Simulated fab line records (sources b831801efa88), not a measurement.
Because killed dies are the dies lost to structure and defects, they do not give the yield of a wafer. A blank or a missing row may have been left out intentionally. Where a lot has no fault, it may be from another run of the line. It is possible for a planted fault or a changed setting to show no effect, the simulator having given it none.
Problem report in the 8D (eight disciplines) form, filled by code || flow sky130 || the parts of the form that need people (team, actions taken, sign-off) are left out

== 1. THE ISSUE ==
Wafers without a fault read 4.3e+12, standard deviation 4.6e+09; doseIonsCm2 at SKY_VT_ADJUST_HVTP_IMPLANT_09 reads a mean of 4.8e+12 on 6 wafers belonging to 2 lots. That is +99 or more standard deviations from the usual mean.
The first sign was on wafer L477.2 at day 11 13:46, on implanter-03. The record has a number at this step for 39 wafers belonging to 13 lots. Rule for "out", or "out of limits": more than 4 standard deviations from the usual mean. All remaining wafers that have a number are taken as sound.

== 2. WHAT IT IS, WHAT IT ISN'T ==
{"question": "which readings at this step", "is": "doseIonsCm2", "is not": "-"}
{"question": "which lots", "is": "L477, L478", "is not": "L456, L457, L458, L459, L461, L462, L464, L465, L469, L470, L471"}
{"question": "which wafers of those lots", "is": "all that have a number", "is not": "-"}
{"question": "read on which tools", "is": "implanter-03", "is not": "implanter-01, implanter-02"}
{"question": "when", "is": "from day 11 13:46", "is not": "up to then (33 sound wafers)"}

== 3. WHAT RULES OUT EACH SUSPECT ==
Counting: a tool stays on the suspect list if, at a process step up to the reading, it processed all lots that are out and no sound lot following the first of them.
- implanter-03 at SKY_VT_ADJUST_HVTP_IMPLANT_09: kept. It ran every lot that is out, first L477 (day 11 13:46), and no sound lot after that; its last sound lot up to then is L469 (day 9 09:31). Its own readings are out on those wafers: doseIonsCm2.
The count leaves implanter-03 at SKY_VT_ADJUST_HVTP_IMPLANT_09.

== 4. THE CAUSE (what the simulator had put in) ==
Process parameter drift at SKY_VT_ADJUST_HVTP_IMPLANT_09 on implanter-03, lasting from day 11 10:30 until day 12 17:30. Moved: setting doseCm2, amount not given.
Only this tool survived the counting.

== 5. THE EFFECT CHAIN, in route order ==
Each row: a reading where the mean over the struck wafers with a number is more than 3 standard deviations away from the usual. Scope: only readings with a usual standard deviation given in the record; hours: median across lots of the time from each lot's start at the first step in this table that gives one to its start at this step; sigmas: change in usual standard deviations.
{"hours": 0, "step": "SKY_VT_ADJUST_HVTP_IMPLANT_09", "reading": "doseIonsCm2", "usual": 4.3e+12, "on struck wafers": 4.8e+12, "change": "+5.1e+11", "sigmas": "+99 or more"}
{"hours": 0, "step": "SKY_VT_ADJUST_HVTP_IMPLANT_09", "reading": "faradayCurrentUA", "usual": 24.3, "on struck wafers": 27.4, "change": "+3.1", "sigmas": "+6.4"}
{"hours": 0, "step": "SKY_VT_ADJUST_HVTP_TW_MEAS_11", "reading": "VT_ADJUST_HVTP_TW", "usual": 1358, "on struck wafers": 1399, "change": "+41", "sigmas": "+3.4"}
It contains these process steps:
- SKY_VT_ADJUST_HVTP_IMPLANT_09
Later measuring or inspecting steps at which every struck wafer that the step has a row for has a number for every such reading, and none has moved that far: SKY_CONTACT_THK_MEAS_26, SKY_METAL1_THK_MEAS_06, SKY_VIA1_THK_MEAS_23.

== 6. HOW IT WOULD HAVE BEEN CAUGHT EARLIER ==
The fault began at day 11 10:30; the first out-of-limits reading in this record came at day 11 13:46, 3 hours later.
